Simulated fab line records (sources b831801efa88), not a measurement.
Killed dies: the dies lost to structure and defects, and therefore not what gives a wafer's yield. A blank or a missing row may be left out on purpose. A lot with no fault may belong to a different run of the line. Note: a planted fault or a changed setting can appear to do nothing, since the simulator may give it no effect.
fab line records	flow sky130
record: lots: 6	wafers: 18	last-day: 49
route steps=708 shown VIA1@467 PAD_OPEN@708
lots with no fault: from the same line, run without faults
start-h: hours from the record's first day to the start of the lot's first wafer shown	wait-h: time in hours since the lot's previous step	" identical to the entry in the row above	L1.1+2: one row covering several wafers at once	- no value, or no start was given	* or withheld: withheld	< > ~ a bound
route shown NAME@n: a module of which the file shows steps, and the number in the route of the first	usual: mean and standard deviation over wafers with no fault	same: alike in all rows	chamber/n: place in a boat	sites: per-site readings	_std_site: their standard deviation	_edge_site: inner sites' mean taken away from outer sites' mean	radius-mm: how far each site lies from the wafer's centre	mask NAME#n: copy n	behind: tool/chamber where the wafer was last shaped	hold: why the lot went on hold/how many hours it stayed there/how the hold came to an end	device: whichever transistor did not switch (one of n, p or np)	end of line: the route-end tests of the same wafers	for a step that has no rows: nothing shown but its recipe	killed: not the wafer's yield, but the dies lost to structure and defects at the first sort	map: the dies of a wafer, with x for killed, . for not killed, _ for no die there
set.NAME: setting as actually run; set.NAME@STEP: the setting as run at that earlier step	model.NAME: the simulator's own value behind a step, which no gauge read
lots at selected steps of the route; one table per step, one row per wafer
services: a tool's chamber out of use, with start hour (start-h, from the record's first day; less than 0 if before it), hours out, and reason
== steps ==
step: SKY_VIA1_EXPOSE_09
recipe: mask-id: VIM	na: 0.8	source-shape: annular	sigma-inner: 0.55	sigma-outer: 0.85	target-cd-nm: 150	dose-mj: 38
step: SKY_VIA1_PEB_10
recipe: peb-temp-c: withheld	peb-time-s: withheld	resist: KrF-thick
step: SKY_VIA1_DEVELOP_11
recipe: develop-time-s: 60	resist: KrF-thick	dev-temp-c: 21
step: SKY_VIA1_CD_MEAS_12
recipe: target-cd-nm: 150
usual: cd-nm: 150.3/1.9
lot.wafer	tool	chamber	start-h	wait-h	cd-nm
L465.1	cd-sem-01	-	785.59	-	148.6
L465.3	"	-	"	"	149.4
L465.6	"	-	"	"	147.4
L469.1	cd-sem-01	-	821.71	-	149.0
L469.5	"	-	"	"	149.0
L469.6	"	-	"	"	149.7
L476.1	cd-sem-01	-	881.29	-	148.2
L476.3	"	-	"	"	149.1
L476.6	"	-	"	"	150.3
L477.1	cd-sem-01	-	888.91	-	149.2
L477.3	"	-	"	"	150.4
L477.6	"	-	"	"	148.9
L482.2	cd-sem-01	-	921.27	-	152.7
L482.3	"	-	"	"	152.7
L482.4	"	-	"	"	152.8
L483.1	cd-sem-02	-	926.49	-	153.4
L483.2	"	-	"	"	152.4
L483.4	"	-	"	"	152.8
step: SKY_VIA1_OVL_MEAS_13
usual: VIA1_OVL: -2/4.6
lot.wafer	tool	chamber	start-h	wait-h	VIA1_OVL[nm]
L465.1	overlay-01	-	785.71	0.1	-2
L465.3	"	-	"	"	-5
L465.6	"	-	"	"	3
L469.1	overlay-01	-	821.83	0.1	-2
L469.5	"	-	"	"	-5
L469.6	"	-	"	"	0
L476.1	overlay-01	-	881.41	0.1	1
L476.3	"	-	"	"	0
L476.6	"	-	"	"	0
L477.1	overlay-02	-	889.03	0.1	0
L477.3	"	-	"	"	2
L477.6	"	-	"	"	0
L482.2	overlay-02	-	921.38	0.1	-1
L482.3	"	-	"	"	-8
L482.4	"	-	"	"	-7
L483.1	overlay-01	-	926.61	0.1	5
L483.2	"	-	"	"	4
L483.4	"	-	"	"	3
step: SKY_VIA1_ETCH_14
recipe: chemistry: N2/H2	target: BARC	ion-energy-ev: 200	source-w: 500	bias-w: 100	pressure-mtorr: 30	n2-flow-sccm: 100	h2-flow-sccm: 200	stop-on: SiO2	time-s: 45.9	target-depth-a: 600
usual: drypump-motor-current-A: 5.7/0.34	n2-flow-sccm: 100.00/0.28	oes-product-au: 0.855/0.0045	throttle-valve-pct: 13.225/0.0095
lot.wafer	tool	chamber	start-h	wait-h	drypump-motor-current-A	n2-flow-sccm	oes-product-au	rf-hours-counter-h	throttle-valve-pct
L465.1	rie-diel-02	3	785.74	0.0	5.2	99.89	0.857	8	13.211
L465.3	"	1	"	"	6.0	99.97	0.857	5	13.229
L465.6	"	1	"	"	5.9	100.67	0.853	-	13.236
L469.1	rie-diel-04	0	821.86	0.0	5.9	100.11	0.860	7	13.229
L469.5	"	1	"	"	5.9	99.75	0.849	-	13.229
L469.6	"	3	"	"	6.0	99.94	0.857	-	13.213
L476.1	rie-diel-01	2	881.44	0.0	5.7	99.84	0.851	6	13.227
L476.3	"	0	"	"	6.5	99.89	0.854	11	13.229
L476.6	"	3	"	"	5.9	100.02	0.856	-	13.212
L477.1	rie-diel-01	0	889.06	0.0	6.6	100.31	0.865	11	13.221
L477.3	"	3	"	"	5.8	100.03	0.853	4	13.229
L477.6	"	2	"	"	5.7	100.01	0.866	-	13.243
L482.2	rie-diel-02	1	921.41	0.0	5.9	99.37	0.867	10	13.216
L482.3	"	0	"	"	5.4	99.87	0.852	19	13.212
L482.4	"	3	"	"	5.2	99.94	0.854	13	13.218
L483.1	rie-diel-01	3	926.64	0.0	5.8	99.94	0.851	6	13.205
L483.2	"	2	"	"	5.8	99.33	0.855	8	13.230
L483.4	"	0	"	"	6.6	99.73	0.857	12	13.230
step: SKY_VIA1_ETCH_15
recipe: target: SiO2	chemistry: C4F8/O2/Ar	target-depth-nm: 351	stop-on: TiN	mask-material: KrF-thick	source-w: 1500	bias-w: 1200	pressure-mtorr: 40	c4f8-flow-sccm: withheld	O2_flow_sccm: 6	Ar_flow_sccm: 300	time-s: 54
usual: oes-product-au: 0.982/0.0054
lot.wafer	tool	chamber	start-h	wait-h	oes-product-au	rf-hours-counter-h
L465.1	rie-diel-02	3	785.78	0.0	0.982	8
L465.3	"	1	"	"	0.985	5
L465.6	"	1	"	"	0.984	-
L469.1	rie-diel-04	0	821.91	0.0	0.974	7
L469.5	"	1	"	"	0.992	-
L469.6	"	3	"	"	0.981	-
L476.1	rie-diel-01	2	881.48	0.0	0.977	6
L476.3	"	0	"	"	0.994	11
L476.6	"	3	"	"	0.976	-
L477.1	rie-diel-01	0	889.11	0.0	0.984	11
L477.3	"	3	"	"	0.984	5
L477.6	"	2	"	"	0.989	-
L482.2	rie-diel-02	1	921.45	0.0	0.993	10
L482.3	"	0	"	"	0.977	19
L482.4	"	3	"	"	0.981	13
L483.1	rie-diel-01	3	926.68	0.0	0.974	6
L483.2	"	2	"	"	0.983	8
L483.4	"	0	"	"	0.985	12
step: SKY_VIA1_STRIP_16
recipe: chemistry: O2/N2	power-w: 1400	pressure-mtorr: 1500	platen-temp-c: withheld	o2-flow-sccm: 3000	n2-flow-sccm: 300	overash-fraction: 0.5
usual: drypump-motor-current-A: 5.6/0.52	n2-flow-sccm: 300.0/0.93	oes-product-au: 0.416/0.0042	strip-time-to-endpoint-s: 4.469/0.019
lot.wafer	tool	chamber	start-h	wait-h	drypump-motor-current-A	n2-flow-sccm	oes-product-au	rf-hours-counter-h	strip-time-to-endpoint-s
L465.1	plasma-asher-03	0	785.83	0.0	6.1	299.4	0.418	65	4.448
L465.3	"	1	"	"	5.4	299.5	0.412	-	4.436
L465.6	"	1	"	"	5.3	299.6	0.417	-	4.449
L469.1	plasma-asher-02	1	821.95	0.0	4.8	301.5	0.419	101	4.502
L469.5	"	0	"	"	6.0	301.0	0.415	-	4.502
L469.6	"	1	"	"	4.8	300.0	0.415	-	4.506
L476.1	plasma-asher-01	1	881.53	0.0	6.1	297.6	0.419	44	4.464
L476.3	"	1	"	"	6.1	300.1	0.411	-	4.459
L476.6	"	1	"	"	6.1	299.4	0.414	-	4.436
L477.1	plasma-asher-03	0	889.15	0.0	6.1	299.5	0.418	74	4.463
L477.3	"	1	"	"	5.4	300.6	0.418	-	4.463
L477.6	"	0	"	"	6.1	300.8	0.415	-	4.449
L482.2	plasma-asher-01	1	921.50	0.0	6.0	300.4	0.412	48	4.443
L482.3	"	1	"	"	6.1	301.1	0.417	-	4.481
L482.4	"	0	"	"	5.2	299.9	0.411	-	4.461
L483.1	plasma-asher-01	0	926.73	0.0	5.2	300.6	0.422	49	4.492
L483.2	"	1	"	"	6.1	298.8	0.411	49	4.460
L483.4	"	0	"	"	5.2	300.0	0.410	-	4.463
step: SKY_VIA1_STRIP_17
recipe: chemistry: post-etch-residue-remover	time-s: 1200	temp-c: 72.5
step: SKY_VIA1_CLEAN_18
recipe: chemistry: IPA	time-s: 180	temp-c: 25
step: SKY_VIA1_CLEAN_19
recipe: chemistry: O3/DIW	dry: n2-spin
step: SKY_VIA1_SPUTTER_20
recipe: material: TiN	target-thk-nm: 20	chamber-pressure-pa: 5	power-w: 4000	time-s: 80
usual: throttle-valve-pct: 29.4/1
lot.wafer	tool	chamber	start-h	wait-h	throttle-valve-pct
L465.1	pvd-sputter-03	-	786.42	0.0	30.2
L465.3	"	-	"	"	30.3
L465.6	"	-	"	"	30.2
L469.1	pvd-sputter-01	-	822.61	0.0	31.0
L469.5	"	-	"	"	29.0
L469.6	"	-	"	"	27.4
L476.1	pvd-sputter-04	-	882.16	0.0	29.4
L476.3	"	-	"	"	30.5
L476.6	"	-	"	"	28.9
L477.1	pvd-sputter-04	-	889.74	0.0	29.3
L477.3	"	-	"	"	29.6
L477.6	"	-	"	"	29.4
L482.2	pvd-sputter-01	-	922.12	0.0	31.3
L482.3	"	-	"	"	29.2
L482.4	"	-	"	"	27.4
L483.1	pvd-sputter-01	-	927.33	0.0	31.0
L483.2	"	-	"	"	28.7
L483.4	"	-	"	"	27.7
step: SKY_VIA1_CVD_21
recipe: material: W	target-thk-nm: 270	time-s: 80.902	temp-c: 400	pressure-torr: 40
usual: heater-power-outer-w: 506/22	heater-power-w: 824/38
lot.wafer	tool	chamber	start-h	wait-h	heater-power-outer-w	heater-power-w	model.W_of_VIA1_CVD_21.thk-nm
L465.1	cvd-w-02	0	786.48	0.0	508	841	265.6
L465.3	"	1	"	"	549	865	270.2
L465.6	"	0	"	"	518	841	269.4
L469.1	cvd-w-02	1	822.68	0.0	542	886	264.3
L469.5	"	1	"	"	564	874	261.7
L469.6	"	0	"	"	507	836	261.9
L476.1	cvd-w-01	0	882.22	0.0	508	835	262.8
L476.3	"	1	"	"	495	771	258.1
L476.6	"	0	"	"	509	830	261.7
L477.1	cvd-w-01	1	889.81	0.0	490	776	265
L477.3	"	0	"	"	507	816	265.5
L477.6	"	1	"	"	474	780	265.3
L482.2	cvd-w-01	0	922.18	0.0	495	838	255.1
L482.3	"	0	"	"	505	850	268.2
L482.4	"	1	"	"	474	794	264
L483.1	cvd-w-01	0	927.40	0.0	513	847	268.1
L483.2	"	1	"	"	483	780	255.9
L483.4	"	1	"	"	491	760	267.9
step: SKY_VIA1_RS_MEAS_22
recipe: thk-meas-gauge: four-point-probe	reads: W_of_VIA1_CVD_21+TiN_of_VIA1_SPUTTER_20
usual: VIA1_W_RS: 0.432/0.0047
lot.wafer	tool	chamber	start-h	wait-h	VIA1_W_RS[ohm/sq]
L465.1	film-metro-03	-	786.58	0.1	0.434
L465.3	"	-	"	"	0.428
L465.6	"	-	"	"	0.427
L469.1	film-metro-02	-	822.77	0.1	0.436
L469.5	"	-	"	"	0.440
L469.6	"	-	"	"	0.440
L476.1	film-metro-02	-	882.32	0.1	0.439
L476.3	"	-	"	"	0.447
L476.6	"	-	"	"	0.440
L477.1	film-metro-03	-	889.90	0.1	0.435
L477.3	"	-	"	"	0.434
L477.6	"	-	"	"	0.435
L482.2	film-metro-02	-	922.29	0.1	0.452
L482.3	"	-	"	"	0.430
L482.4	"	-	"	"	0.436
L483.1	film-metro-04	-	927.49	0.1	0.430
L483.2	"	-	"	"	0.451
L483.4	"	-	"	"	0.430
step: SKY_VIA1_THK_MEAS_23
recipe: thk-meas-gauge: xrf	reads: W_of_VIA1_CVD_21
usual: VIA1_W_THK: 269/3.3
lot.wafer	tool	chamber	start-h	wait-h	VIA1_W_THK[nm]
L465.1	film-metro-03	-	786.70	0.1	265
L465.3	"	-	"	"	271
L465.6	"	-	"	"	268
L469.1	film-metro-02	-	822.89	0.1	270
L469.5	"	-	"	"	266
L469.6	"	-	"	"	267
L476.1	film-metro-02	-	882.44	0.1	268
L476.3	"	-	"	"	263
L476.6	"	-	"	"	267
L477.1	film-metro-03	-	890.02	0.1	263
L477.3	"	-	"	"	265
L477.6	"	-	"	"	264
L482.2	film-metro-02	-	922.40	0.1	260
L482.3	"	-	"	"	275
L482.4	"	-	"	"	269
L483.1	film-metro-04	-	927.61	0.1	270
L483.2	"	-	"	"	257
L483.4	"	-	"	"	270
step: SKY_VIA1_CMP_24
recipe: stop-on: SiO2	t-overpolish-s: 15	down-force-psi: 3.5	platen-rpm: 60	target-thk-nm: 0	pad-velocity-m-s: 0.94248
usual: motor-current-A: 9.9/1.1	overpolish-run-s: 15.000/0.008	time-to-endpoint-s: 66/3
lot.wafer	tool	chamber	start-h	wait-h	motor-current-A	overpolish-run-s	time-to-endpoint-s
L465.3	cmp-02	2	786.76	0.0	10.1	14.999	63
L465.1	"	1	"	"	11.8	15.006	61
L465.6	"	2	"	"	10.4	14.981	61
L469.1	cmp-02	1	823.00	0.1	12.3	14.993	62
L469.5	"	0	"	"	8.2	15.007	58
L469.6	"	1	"	"	12.3	15.003	62
L476.1	cmp-02	0	882.55	0.1	8.4	15.000	61
L476.3	"	1	"	"	12.5	15.001	65
L476.6	"	3	"	"	10.8	14.997	67
L477.1	cmp-01	3	890.18	0.1	10.5	15.003	65
L477.3	"	0	"	"	9.6	15.009	64
L477.6	"	1	"	"	10.6	15.002	64
L482.4	cmp-02	0	922.51	0.1	8.9	15.006	64
L482.2	"	1	"	"	11.9	15.002	66
L482.3	"	2	"	"	10.8	15.001	69
L483.1	cmp-01	1	927.72	0.1	10.3	14.997	74
L483.2	"	2	"	"	8.0	14.995	67
L483.4	"	3	"	"	10.3	15.010	65
step: SKY_PAD_OPEN_PROBE_99
usual: defect-limited-yield: 82.7/2	killed_at_M0_to_M3: 42/7.7	killed_at_M4_up: 3.1/1.9	killed-at-contacts: 24/4.9	killed-at-front-end: 15/4.6	killed-at-other: 0.3/0.51	killed-dies: 85/9.9	killed-open: 47/7.1	killed-short: 38/6.7	sort_bin_3_pad_short: 0.9/0.46	sort_bin_5_function: 10.1/1.5	sort_bin_6_memory: 6.3/1.1	sort-n-pass: 407/9.9	sort-yield-pct: 82.7/2
same: gross-dies: 492	killed-at-back-side: 0	sort_bin_4_leakage[%]: 0	sort_bin_8_speed[%]: 0
lot.wafer	tool	chamber	start-h	wait-h	defect-limited-yield[%]	killed_at_M0_to_M3	killed_at_M4_up	killed-at-contacts	killed-at-front-end	killed-at-other	killed-dies	killed-open	killed-short	sort_bin_3_pad_short[%]	sort_bin_5_function[%]	sort_bin_6_memory[%]	sort-n-pass	sort-yield-pct[%]
L476.1	prober-02	-	1142.11	0.1	84.3	42	3	15	17	0	77	47	30	1.4	8.1	6.1	415	84.3
L476.3	prober-02	-	1142.21	0.2	80.5	44	3	29	19	1	96	48	47	1.0	11.0	7.5	396	80.5
L476.6	prober-02	-	1142.36	0.2	84.6	35	6	27	8	0	76	33	43	0.8	10.8	3.9	416	84.6
L483.1	prober-01	-	1175.06	0.1	82.5	52	2	18	14	0	86	51	35	0.8	8.9	7.7	406	82.5
L483.2	prober-01	-	1175.11	0.1	80.5	42	4	26	23	1	96	51	44	0.6	12.0	6.9	396	80.5
L483.4	prober-01	-	1175.21	0.2	86.4	36	3	18	10	0	67	39	28	0	8.5	5.1	425	86.4
killed by level:class
L476.1 VIA3:geometric-particle:open=11 VIA1:geometric-particle:open=8 VIA2:geometric-particle:open=6 FIELD_ISO:geometric-particle:open=4 FIELD_ISO:geometric-particle:short=4 CONTACT:geometric-particle:short=4 METAL2:geometric-particle:short=4 POLY_GATE:geometric-particle:short=3
L476.3 VIA1:geometric-particle:open=10 VIA3:geometric-particle:open=8 CONTACT:geometric-particle:open=7 LI_CONTACT:geometric-particle:short=6 LI_CONTACT:geometric-particle:open=6 CONTACT:geometric-particle:short=6 VIA2:geometric-particle:open=6 FIELD_ISO:geometric-particle:short=5
L476.6 CONTACT:geometric-particle:open=10 VIA1:geometric-particle:short=6 LI_CONTACT:geometric-particle:open=5 CONTACT:geometric-particle:short=5 VIA3:geometric-particle:open=5 METAL2:geometric-particle:short=4 VIA2:geometric-particle:short=4 METAL4:geometric-particle:short=4
L483.1 VIA1:geometric-particle:open=14 VIA3:geometric-particle:open=7 LI_CONTACT:geometric-particle:open=7 VIA1:geometric-particle:short=6 CONTACT:geometric-particle:open=6 METAL2:geometric-particle:short=6 VIA2:geometric-particle:open=6 FIELD_ISO:geometric-particle:open=5
L483.2 CONTACT:geometric-particle:open=10 METAL2:geometric-particle:short=10 VIA3:geometric-particle:open=10 LI_CONTACT:geometric-particle:open=8 FIELD_ISO:geometric-particle:open=7 FIELD_ISO:geometric-particle:short=7 METAL1:geometric-particle:short=6 POLY_GATE:geometric-particle:open=4
L483.4 CONTACT:geometric-particle:open=11 VIA1:geometric-particle:open=10 VIA3:geometric-particle:open=6 METAL2:geometric-particle:short=5 METAL1:geometric-particle:short=4 FIELD_ISO:geometric-particle:short=3 POLY_GATE:geometric-particle:open=3 METAL4:geometric-particle:short=3
== services ==
tool	chamber	start-h	hours	kind
cmp-01	-	762.51	3.1	repair
rie-diel-02	0	771.68	15.2	repair
rie-diel-04	2	772.95	5.6	repair
cmp-02	-	781.60	3.5	repair
plasma-asher-01	-	782.57	7.4	repair
pvd-sputter-03	-	801.41	1.7	repair
rie-diel-01	-	804.79	2.7	pm
plasma-asher-03	-	819.67	14.9	repair
rie-diel-01	0	834.03	5.8	repair
plasma-asher-01	-	846.64	14.6	pm
rie-diel-04	2	849.82	5.8	repair
cvd-w-02	-	850.45	0.5	repair
rie-diel-04	1	854.01	4.6	repair
pvd-sputter-03	-	858.67	1.6	repair
cmp-02	-	861.85	5.1	repair
pvd-sputter-01	-	872.07	2.3	repair
rie-diel-02	-	872.78	1.1	repair
cvd-w-02	-	904.00	14.0	pm
pvd-sputter-03	-	906.77	1.2	repair
plasma-asher-01	-	910.44	2.8	pm
cmp-01	-	912.00	4.0	pm
rie-diel-02	1	924.26	7.6	repair
rie-diel-02	3	925.04	5.1	repair
cmp-02	-	927.18	3.9	pm
== key ==
first-sign: step: SKY_VIA1_RS_MEAS_22	reading: VIA1_W_RS	direction: up	sigmas: 4.1	usual: 0.432	struck: 0.451
effect: step: SKY_VIA1_THK_MEAS_23	reading: VIA1_W_THK	direction: down	sigmas: 3.2	usual: 269	struck: 259
model-effect: step: SKY_VIA1_CVD_21	value: W_of_VIA1_CVD_21.thk-nm	without: 267.8	struck: 255.5
met-at SKY_VIA1_CVD_21
struck-wafers L482.2,L483.2
onset-between 889.81 922.18
fault: kind: process-parameter-drift	tool: cvd-w-01	chamber: -	onset-h: 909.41	steps: SKY_VIA1_CVD_21	channel: target-thk-nm	offset: -12.37	shape: step	end-h: 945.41	scope: struck-wafers-only	acts-in: these-recipes-only	stated: 270
